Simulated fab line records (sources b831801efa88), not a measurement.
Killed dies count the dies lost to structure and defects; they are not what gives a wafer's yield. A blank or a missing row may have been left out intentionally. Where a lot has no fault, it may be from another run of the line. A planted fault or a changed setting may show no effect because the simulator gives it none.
Commonality check across tools | flow sky130 | Lots sampled 12, wafers sampled 36

REASON IT WAS OPENED
Of 12 lots, 3 have the reading LDD_N_TW flagged at SKY_LDD_N_TW_MEAS_17. Fault-free wafers read 2596, with a standard deviation of 13.
Rule: a lot is flagged in two cases, either no wafer of it has a number, or all its wafers with numbers fall more than 4 standard deviations from that mean. As for the other lots, they are considered sound.

lot  | measured     | on            | LDD_N_TW, wafer by wafer | flag
L298 | day 17 11:24 | film metro-01 | 2619 2610 2615           |
L299 | day 17 16:31 | film metro-02 | 2601 2600 2610           |
L300 | day 18 09:10 | film metro-03 | 2598 2599 2598           |
L301 | day 18 18:43 | film metro-02 | 2613 2603 2606           |
L303 | day 19 09:01 | film metro-03 | 2510 2502 2507           | FLAGGED
L304 | day 19 22:19 | film metro-03 | 2502 2499 2509           | FLAGGED
L306 | day 20 17:01 | film metro-01 | 2524 2527 2536           | FLAGGED
L311 | day 22 04:06 | film metro-02 | 2583 2590 2603           |
L312 | day 22 14:49 | film metro-01 | 2607 2612 2593           |
L315 | day 23 16:33 | film metro-02 | 2606 2601 2606           |
L317 | day 24 17:37 | film metro-01 | 2603 2594 2603           |
L320 | day 25 10:41 | film metro-03 | 2593 2592 2589           |
The mean of the flagged lots' numbers is 2513, -83 from the usual (-6 standard deviations).

WHICH TOOL RAN EACH LOT
Before the reading, the record contains 2 process steps out of a 708-step route. Cell contents, in order: the tool; ch with the chambers the sampled wafers went through; the start.
lot  | flag    | SKY_LDD_N_IMPLANT_09            | SKY_LDD_N_STRIP_16
L298 |         | implanter-01 ch 0, day 17 10:15 | plasma asher-03 ch 0,1, day 17 11:18
L299 |         | implanter-03 ch 0, day 17 15:22 | plasma asher-04 ch 0,1, day 17 16:25
L300 |         | implanter-01 ch 0, day 18 08:01 | plasma asher-02 ch 0,1, day 18 09:04
L301 |         | implanter-01 ch 0, day 18 17:34 | plasma asher-03 ch 0,1, day 18 18:37
L303 | FLAGGED | implanter-03 ch 0, day 19 07:52 | plasma asher-03 ch 0,1, day 19 08:55
L304 | FLAGGED | implanter-03 ch 0, day 19 21:11 | plasma asher-03 ch 0,1, day 19 22:12
L306 | FLAGGED | implanter-03 ch 0, day 20 15:54 | plasma asher-03 ch 0,1, day 20 16:56
L311 |         | implanter-02 ch 0, day 22 02:57 | plasma asher-02 ch 0,1, day 22 04:00
L312 |         | implanter-02 ch 0, day 22 13:40 | plasma asher-04 ch 0,1, day 22 14:43
L315 |         | implanter-02 ch 0, day 23 15:24 | plasma asher-03 ch 0,1, day 23 16:27
L317 |         | implanter-03 ch 0, day 24 16:29 | plasma asher-03 ch 0,1, day 24 17:30
L320 |         | implanter-03 ch 0, day 25 09:32 | plasma asher-03 ch 0,1, day 25 10:34
What these steps do:
- SKY_LDD_N_IMPLANT_09
- SKY_LDD_N_STRIP_16: strips in O2/N2.
- SKY_LDD_N_TW_MEAS_17

FLAGGED AGAINST TOTAL, ONE TOOL AT A TIME (gauges that did the reading follow at the end)
step                 | tool            | lots run | flagged | share of the flagged lots | sound lots run after its first flagged lot
SKY_LDD_N_IMPLANT_09 | implanter-01    | 3        | 0       | none                      | -
SKY_LDD_N_IMPLANT_09 | implanter-02    | 3        | 0       | none                      | -
SKY_LDD_N_IMPLANT_09 | implanter-03    | 6        | 3       | all                       | 2 (L317,L320)
SKY_LDD_N_STRIP_16   | plasma asher-02 | 2        | 0       | none                      | -
SKY_LDD_N_STRIP_16   | plasma asher-03 | 8        | 3       | all                       | 3 (L315,L317,L320)
SKY_LDD_N_STRIP_16   | plasma asher-04 | 2        | 0       | none                      | -
SKY_LDD_N_TW_MEAS_17 | film metro-01   | 4        | 1       | some                      | 2 (L312,L317)
SKY_LDD_N_TW_MEAS_17 | film metro-02   | 4        | 0       | none                      | -
SKY_LDD_N_TW_MEAS_17 | film metro-03   | 4        | 2       | some                      | 1 (L320)

WHAT THE TABLE PERMITS
In 2 table rows, all flagged lots were run: implanter-03 (SKY_LDD_N_IMPLANT_09), plasma asher-03 (SKY_LDD_N_STRIP_16).
- implanter-03 at SKY_LDD_N_IMPLANT_09 ran 6 lots, 3 of them flagged. Sound lots followed the first flagged one (L317, L320) on it, something a lasting fault affecting the whole tool could not allow. Its own readings lie more than 4 standard deviations out on every wafer of the flagged lots: dose ions cm2, faraday current uA.
- plasma asher-03 at SKY_LDD_N_STRIP_16 ran 8 lots, 3 of them flagged. Sound lots followed the first flagged one (L315, L317, L320) on it, something a lasting fault affecting the whole tool could not allow. Its own readings lie more than 4 standard deviations out on every wafer of the flagged lots: strip time to endpoint s.
There is no row in the table that ran each flagged lot and no sound lot after the first.

WHAT WAS PUT IN BY THE SIMULATOR
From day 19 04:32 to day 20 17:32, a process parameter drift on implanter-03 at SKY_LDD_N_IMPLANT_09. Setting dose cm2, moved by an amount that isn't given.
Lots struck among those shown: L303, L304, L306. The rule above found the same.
